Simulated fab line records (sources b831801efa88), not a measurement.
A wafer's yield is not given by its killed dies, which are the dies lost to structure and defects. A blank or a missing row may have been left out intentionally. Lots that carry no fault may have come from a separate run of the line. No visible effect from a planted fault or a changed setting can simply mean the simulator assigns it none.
fab line records	flow sky130
[record] lots = 6	wafers = 18	last-day = 51
route steps=708 shown VT_ADJUST_PCH@144 SONOS_TUNNEL@154 PAD_OPEN@708
lots that met no fault: taken from a fault-free run of the same line
start-h: hours from the record's opening day to when the first of the lot's shown wafers began	wait-h: how many hours have passed since the lot's step before this one	" same as the row above	L1.1+2: a row that stands for several wafers	- no value present, or no start provided	* or withheld: withheld	< > ~ a bound
route shown NAME@n: a module of which the file shows steps, and the number in the route of the first	usual: mean/standard deviation taken from wafers without a fault	same: alike in all rows	chamber/n: place in a boat	sites: per-site readings	_std_site: their standard deviation	_edge_site: inner sites' mean taken away from outer sites' mean	radius-mm: how far each site lies from the wafer's centre	mask NAME#n: copy n	behind: the tool/chamber that last shaped the wafer	hold: what put the lot on hold/how long, in hours/how the hold closed	device: names the non-switching transistor (n, p or np)	end of line: at the end of the route, the tests of the same wafers	where a step has no rows: the recipe by itself	killed: count of dies lost to structure and defects at first sort (not the wafer's yield)	map: shows each die of a wafer: x if killed, . if not, _ if none is there
set.NAME: the setting that was run; set.NAME@STEP: the one run at that earlier step	model.NAME: the simulator's own value behind a step, which no gauge read
lots at selected steps of the route; one table per step, one row per wafer
services: from which hour (start-h, from the record's first day; less than 0 if before it) a tool's chamber was out of use, for how many hours, and why
[[steps]]
[step SKY_VT_ADJUST_PCH_HMDS_01]
[recipe] prime-time-s = 60	prime-temp-c = 120
[step SKY_VT_ADJUST_PCH_COAT_02]
[recipe] spin-rpm = 2000	resist-thk-nm = 3000
[step SKY_VT_ADJUST_PCH_SOFTBAKE_03]
[recipe] temp-c = 110	time-s = withheld
[step SKY_VT_ADJUST_PCH_EXPOSE_04]
[recipe] mask-id = NWM	na = 0.6	source-shape = conventional	sigma-outer = 0.6	polarization = unpolarized	target-cd-nm = 840	dose-mj = 255
[step SKY_VT_ADJUST_PCH_PEB_05]
[recipe] temp-c = 115	time-s = withheld
[step SKY_VT_ADJUST_PCH_DEVELOP_06]
[recipe] wall-angle-deg = 90	developer = TMAH	develop-time-s = 60	dev-temp-c = 23
[step SKY_VT_ADJUST_PCH_OVL_MEAS_07]
[usual] VT_ADJUST_PCH_OVL = -0.1/1.3
lot.wafer	tool	chamber	start-h	wait-h	VT_ADJUST_PCH_OVL[nm]
L846.3	overlay-01	-	284.15	-	1.0
L846.4	"	-	"	"	0.2
L846.5	"	-	"	"	1.5
L853.1	overlay-01	-	327.49	-	1.2
L853.2	"	-	"	"	1.3
L853.5	"	-	"	"	0.0
L860.1	overlay-01	-	367.94	-	1.3
L860.3	"	-	"	"	-1.5
L860.4	"	-	"	"	1.4
L862.1	overlay-02	-	381.57	-	-0.9
L862.4	"	-	"	"	-0.4
L862.5	"	-	"	"	1.1
L863.1	overlay-01	-	391.24	-	-1.0
L863.2	"	-	"	"	-1.3
L863.6	"	-	"	"	0.8
L865.1	overlay-02	-	405.29	-	0.9
L865.2	"	-	"	"	1.8
L865.3	"	-	"	"	0.9
[step SKY_VT_ADJUST_PCH_IMPLANT_08]
[recipe] species = B	energy-kev = 10	dose-cm2 = 5e+11	tilt-deg = withheld
[step SKY_VT_ADJUST_PCH_STRIP_09]
[recipe] chemistry = O2/N2	power-w = 1400	pressure-mtorr = 1500	platen-temp-c = withheld	o2-flow-sccm = 3000	n2-flow-sccm = 300	overash-fraction = 0.5
[usual] drypump-motor-current-A = 5.4/0.31	oes-product-au = 0.723/0.0048	strip-time-to-endpoint-s = 36.97/0.11
lot.wafer	tool	chamber	start-h	wait-h	drypump-motor-current-A	oes-product-au	rf-hours-counter-h	strip-time-to-endpoint-s
L846.3	plasma-asher-01	1	284.36	0.1	5.3	0.715	-	37.01
L846.4	"	0	"	"	5.1	0.720	-	36.87
L846.5	"	1	"	"	5.3	0.725	-	36.90
L853.1	plasma-asher-03	0	327.68	0.1	5.3	0.725	53	36.92
L853.2	"	1	"	"	5.3	0.724	53	37.02
L853.5	"	0	"	"	5.3	0.721	-	37.12
L860.1	plasma-asher-01	1	368.12	0.1	5.3	0.716	23	37.12
L860.3	"	0	"	"	5.1	0.721	-	37.07
L860.4	"	1	"	"	5.3	0.714	-	37.02
L862.1	plasma-asher-04	1	381.75	0.1	5.8	0.719	66	36.92
L862.4	"	0	"	"	5.9	0.727	-	36.89
L862.5	"	0	"	"	5.9	0.732	-	36.99
L863.1	plasma-asher-01	1	391.42	0.1	5.3	0.726	25	37.10
L863.2	"	0	"	"	5.1	0.722	25	37.07
L863.6	"	1	"	"	5.3	0.723	-	37.02
L865.1	plasma-asher-01	1	405.48	0.1	5.3	0.725	27	36.83
L865.2	"	0	"	"	5.1	0.720	27	36.76
L865.3	"	1	"	"	5.3	0.723	-	36.73
[step SKY_VT_ADJUST_PCH_TW_MEAS_10]
[usual] VT_ADJUST_PCH_TW = 141.2/1.2
lot.wafer	tool	chamber	start-h	wait-h	VT_ADJUST_PCH_TW
L846.3	film-metro-03	-	284.45	0.1	141.0
L846.4	"	-	"	"	140.9
L846.5	"	-	"	"	140.7
L853.1	film-metro-02	-	327.78	0.1	139.2
L853.2	"	-	"	"	139.1
L853.5	"	-	"	"	139.1
L860.1	film-metro-02	-	368.22	0.1	140.6
L860.3	"	-	"	"	140.9
L860.4	"	-	"	"	140.3
L862.1	film-metro-02	-	381.85	0.1	141.0
L862.4	"	-	"	"	140.6
L862.5	"	-	"	"	140.6
L863.1	film-metro-03	-	391.52	0.1	141.2
L863.2	"	-	"	"	141.5
L863.6	"	-	"	"	141.3
L865.1	film-metro-04	-	405.58	0.1	142.2
L865.2	"	-	"	"	143.0
L865.3	"	-	"	"	143.0
[step SKY_SONOS_TUNNEL_DEHYDRATE_00]
[recipe] temp-c = 200	time-s = 60
[step SKY_SONOS_TUNNEL_HMDS_01]
[recipe] prime-time-s = 60	prime-temp-c = 120
[step SKY_SONOS_TUNNEL_COAT_02]
[recipe] resist = NOVOLAK	spin-rpm = 3000	resist-thk-nm = 1140
[usual] spin-speed-rpm = 2999.9/2.4
lot.wafer	tool	chamber	start-h	wait-h	spin-speed-rpm	model.NOVOLAK_of_SONOS_TUNNEL_COAT_02.thk-nm
L846.3	litho-track-02	0	295.32	0.1	3001.1	1137
L846.4	"	0	"	"	3001.0	1139
L846.5	"	0	"	"	2999.8	1136
L853.1	litho-track-01	0	340.19	0.1	2998.5	1144
L853.2	"	0	"	"	2998.6	1142
L853.5	"	0	"	"	2999.9	1142
L860.1	litho-track-01	0	381.59	0.1	3356.5	1079
L860.3	"	0	"	"	3356.5	1075
L860.4	"	0	"	"	3354.5	1080
L862.1	litho-track-02	0	395.77	0.1	2997.3	1138
L862.4	"	0	"	"	3004.9	1140
L862.5	"	0	"	"	3004.2	1140
L863.1	litho-track-01	0	405.24	0.1	3349.7	1082
L863.2	"	0	"	"	3350.0	1079
L863.6	"	0	"	"	3353.8	1079
L865.1	litho-track-03	0	420.04	0.1	2998.0	1145
L865.2	"	0	"	"	2997.8	1145
L865.3	"	0	"	"	2997.4	1146
[step SKY_SONOS_TUNNEL_SOFTBAKE_03]
[recipe] temp-c = 90	time-s = 60	resist = NOVOLAK
[step SKY_SONOS_TUNNEL_EXPOSE_04]
[recipe] mask-id = TUNM	na = 0.6	source-shape = conventional	sigma-outer = 0.6	polarization = unpolarized	target-cd-nm = 410	dose-mj = 136
[step SKY_SONOS_TUNNEL_PEB_05]
[recipe] temp-c = withheld	time-s = *	resist = NOVOLAK
[step SKY_SONOS_TUNNEL_DEVELOP_06]
[recipe] resist = NOVOLAK	developer = TMAH	develop-time-s = 60	dev-temp-c = 23
lot.wafer	tool	chamber	start-h	wait-h	model.NOVOLAK_of_SONOS_TUNNEL_COAT_02.thk-nm
L846.3	litho-track-02	0	308.42	0.1	1137
L846.4	"	0	"	"	1138
L846.5	"	0	"	"	1135
L853.1	litho-track-01	0	353.54	0.1	1144
L853.2	"	0	"	"	1141
L853.5	"	0	"	"	1142
L860.1	litho-track-03	0	395.64	0.1	1078
L860.3	"	0	"	"	1075
L860.4	"	0	"	"	1079
L862.1	litho-track-01	0	410.14	0.1	1137
L862.4+5	"	0	"	"	1140
L863.1	litho-track-01	0	419.99	0.1	1081
L863.2	"	0	"	"	1079
L863.6	"	0	"	"	1078
L865.1	litho-track-02	0	434.57	0.1	1144
L865.2	"	0	"	"	1145
L865.3	"	0	"	"	1146
[step SKY_SONOS_TUNNEL_CD_MEAS_07]
[recipe] target-cd-nm = 410
[usual] cd-nm = 410.7/1.8
lot.wafer	tool	chamber	start-h	wait-h	cd-nm
L846.3	cd-sem-02	-	308.56	0.1	409.6
L846.4	"	-	"	"	411.9
L846.5	"	-	"	"	410.4
L853.1	cd-sem-02	-	353.69	0.1	412.4
L853.2	"	-	"	"	413.4
L853.5	"	-	"	"	412.3
L860.1	cd-sem-01	-	395.79	0.1	419.0
L860.3	"	-	"	"	419.1
L860.4	"	-	"	"	420.4
L862.1	cd-sem-01	-	410.29	0.1	411.7
L862.4	"	-	"	"	409.3
L862.5	"	-	"	"	409.4
L863.1	cd-sem-01	-	420.14	0.1	416.7
L863.2	"	-	"	"	418.2
L863.6	"	-	"	"	414.6
L865.1	cd-sem-01	-	434.72	0.1	412.3
L865.2	"	-	"	"	412.1
L865.3	"	-	"	"	408.0
[step SKY_SONOS_TUNNEL_OVL_MEAS_08]
[usual] SONOS_TUNNEL_OVL = 0.2/1.2
lot.wafer	tool	chamber	start-h	wait-h	SONOS_TUNNEL_OVL[nm]
L846.3	overlay-02	-	308.65	0.1	1.8
L846.4	"	-	"	"	3.1
L846.5	"	-	"	"	1.7
L853.1	overlay-02	-	353.81	0.1	0.4
L853.2	"	-	"	"	0.3
L853.5	"	-	"	"	-1.7
L860.1	overlay-01	-	395.91	0.1	0.8
L860.3	"	-	"	"	-0.8
L860.4	"	-	"	"	-1.4
L862.1	overlay-02	-	410.41	0.1	1.0
L862.4	"	-	"	"	0.8
L862.5	"	-	"	"	1.9
L863.1	overlay-01	-	420.26	0.1	-1.1
L863.2	"	-	"	"	-2.1
L863.6	"	-	"	"	-0.9
L865.1	overlay-02	-	434.84	0.1	2.0
L865.2	"	-	"	"	-0.7
L865.3	"	-	"	"	-0.4
[step SKY_PAD_OPEN_PROBE_99]
[usual] killed_at_M0_to_M3 = 42/6.7	killed_at_M4_up = 3.0/1.9	killed-at-contacts = 24/5.3	killed-at-front-end = 16/4.3	killed-at-other = 0.4/0.71	killed-dies = 85/9.6	killed-open = 46/6.5	killed-short = 39/6.7
[same] gross-dies = 492	killed-at-back-side = 0
lot.wafer	tool	chamber	start-h	wait-h	killed_at_M0_to_M3	killed_at_M4_up	killed-at-contacts	killed-at-front-end	killed-at-other	killed-dies	killed-open	killed-short
L846.3	prober-02	-	1130.49	0.2	37	1	23	18	1	80	42	38
L846.4	prober-02	-	1130.54	0.2	35	3	31	9	0	78	46	32
L846.5	prober-02	-	1130.59	0.2	39	3	23	18	0	83	43	40
L853.1	prober-01	-	1162.81	0.1	37	2	27	13	1	80	46	33
L853.2	prober-01	-	1162.86	0.1	37	2	27	14	1	81	45	36
L853.5	prober-01	-	1163.01	0.2	41	3	22	13	0	79	42	37
L860.1	prober-02	-	1193.97	0.1	38	6	18	17	0	79	43	36
L860.3	prober-02	-	1194.07	0.2	41	3	39	15	2	100	50	50
L860.4	prober-02	-	1194.12	0.2	37	4	32	12	0	85	40	45
L862.1	prober-02	-	1198.00	0.1	57	1	30	27	0	115	51	63
L862.4	prober-02	-	1198.15	0.2	48	1	26	20	0	95	51	43
L862.5	prober-02	-	1198.20	0.2	45	2	24	18	0	89	48	41
// killed by level:class
L846.3 VIA1:geometric-particle:open=9 CONTACT:geometric-particle:open=8 FIELD_ISO:geometric-particle:short=7 LI_CONTACT:geometric-particle:open=6 METAL2:geometric-particle:short=6 FIELD_ISO:geometric-particle:open=5 METAL3:geometric-particle:short=5 CONTACT:geometric-particle:short=4
L846.4 CONTACT:geometric-particle:open=11 CONTACT:geometric-particle:short=8 VIA1:geometric-particle:open=7 VIA2:geometric-particle:open=7 LI_CONTACT:geometric-particle:open=6 VIA3:geometric-particle:open=6 VIA2:geometric-particle:short=5 VIA1:geometric-particle:short=4
L846.5 VIA1:geometric-particle:open=11 VIA2:geometric-particle:open=8 LOCAL_INTERCONNECT:geometric-particle:short=7 METAL2:geometric-particle:short=7 CONTACT:geometric-particle:open=5 FIELD_ISO:geometric-particle:open=4 FIELD_ISO:geometric-particle:short=4 POLY_GATE:geometric-particle:open=4
L853.1 CONTACT:geometric-particle:open=12 VIA1:geometric-particle:open=11 VIA1:geometric-particle:short=9 CONTACT:geometric-particle:short=7 VIA2:geometric-particle:open=7 POLY_GATE:geometric-particle:open=6 METAL1:geometric-particle:short=5 LI_CONTACT:geometric-particle:open=4
L853.2 LI_CONTACT:geometric-particle:open=9 VIA1:geometric-particle:open=9 CONTACT:geometric-particle:open=7 LOCAL_INTERCONNECT:geometric-particle:short=5 METAL1:geometric-particle:short=5 VIA1:geometric-particle:short=5 FIELD_ISO:geometric-particle:short=4 FIELD_ISO:geometric-particle:open=4
L853.5 CONTACT:geometric-particle:open=10 VIA1:geometric-particle:open=7 VIA2:geometric-particle:open=7 METAL1:geometric-particle:short=6 VIA1:geometric-particle:short=6 LI_CONTACT:geometric-particle:open=5 FIELD_ISO:geometric-particle:open=4 CONTACT:geometric-particle:short=4
L860.1 VIA2:geometric-particle:open=9 POLY_GATE:geometric-particle:open=7 METAL1:geometric-particle:short=7 LI_CONTACT:geometric-particle:open=6 CONTACT:geometric-particle:open=5 FIELD_ISO:geometric-particle:open=4 CONTACT:geometric-particle:short=4 METAL2:geometric-particle:short=4
L860.3 CONTACT:geometric-particle:open=17 CONTACT:geometric-particle:short=9 VIA1:geometric-particle:open=7 VIA3:geometric-particle:open=7 METAL1:geometric-particle:short=6 LOCAL_INTERCONNECT:geometric-particle:short=6 LI_CONTACT:geometric-particle:open=5 VIA3:geometric-particle:short=5
L860.4 CONTACT:geometric-particle:open=11 CONTACT:geometric-particle:short=8 LI_CONTACT:geometric-particle:short=6 METAL2:geometric-particle:short=6 VIA3:geometric-particle:open=6 FIELD_ISO:geometric-particle:short=5 LI_CONTACT:geometric-particle:open=5 METAL1:geometric-particle:short=5
L862.1 CONTACT:geometric-particle:open=10 VIA3:geometric-particle:short=9 VIA2:geometric-particle:open=8 METAL2:geometric-particle:short=8 FIELD_ISO:geometric-particle:open=7 POLY_GATE:geometric-particle:short=7 LI_CONTACT:geometric-particle:open=7 METAL1:geometric-particle:short=7
L862.4 VIA1:geometric-particle:open=17 METAL1:geometric-particle:short=7 POLY_GATE:geometric-particle:short=6 LI_CONTACT:geometric-particle:open=6 CONTACT:geometric-particle:open=6 VIA3:geometric-particle:open=6 LI_CONTACT:geometric-particle:short=5 LOCAL_INTERCONNECT:geometric-particle:short=5
L862.5 POLY_GATE:geometric-particle:open=10 CONTACT:geometric-particle:open=9 VIA1:geometric-particle:open=7 LI_CONTACT:geometric-particle:open=7 METAL3:geometric-particle:short=7 VIA3:geometric-particle:open=7 METAL2:geometric-particle:short=5 METAL1:geometric-particle:short=5
[[services]]
tool	chamber	start-h	hours	kind
litho-track-02	-	279.56	-	consumable-replace:filter
plasma-asher-04	-	300.06	2.8	pm
plasma-asher-01	-	346.35	14.6	pm
plasma-asher-03	-	378.53	2.8	pm
plasma-asher-03	-	382.55	1.6	repair
plasma-asher-03	-	419.40	2.6	repair
plasma-asher-04	-	421.25	9.0	pm
plasma-asher-04	0	421.25	9.0	vent-cycle
plasma-asher-04	1	421.25	9.0	vent-cycle
plasma-asher-04	0	430.25	-	clean
plasma-asher-04	1	430.25	-	clean
[[key]]
[first-sign] step = SKY_SONOS_TUNNEL_COAT_02	reading = spin-speed-rpm	direction = up	sigmas = 99+	usual = 2999.9	struck = 3353.5
[effect] step = SKY_SONOS_TUNNEL_CD_MEAS_07	reading = cd-nm	direction = up	sigmas = 4.1	usual = 410.7	struck = 418.0
[model-effect] step = SKY_SONOS_TUNNEL_COAT_02	value = NOVOLAK_of_SONOS_TUNNEL_COAT_02.thk-nm	without = 1141	struck = 1079
[model-effect] step = SKY_SONOS_TUNNEL_DEVELOP_06	value = NOVOLAK_of_SONOS_TUNNEL_COAT_02.thk-nm	without = 1140	struck = 1078
met-at SKY_SONOS_TUNNEL_COAT_02
struck-wafers L860.1,L860.3,L860.4,L863.1,L863.2,L863.6
tester-left-out L860,L863
onset-between 340.19 381.59
[fault] kind = process-parameter-drift	tool = litho-track-01	chamber = -	onset-h = 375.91	steps = SKY_SONOS_TUNNEL_COAT_02	channel = spin-rpm	offset = 354.82	shape = step	end-h = 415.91	acts-in = these-recipes-only	stated = 3000
// tester-left-out: of these lots the tester's yield and bins aren't shown, on N5 and GAA mostly nor the transistor test; their killed dies are dies lost to structure and defects alone, not to doping, threshold or leakage, so they don't give the yield
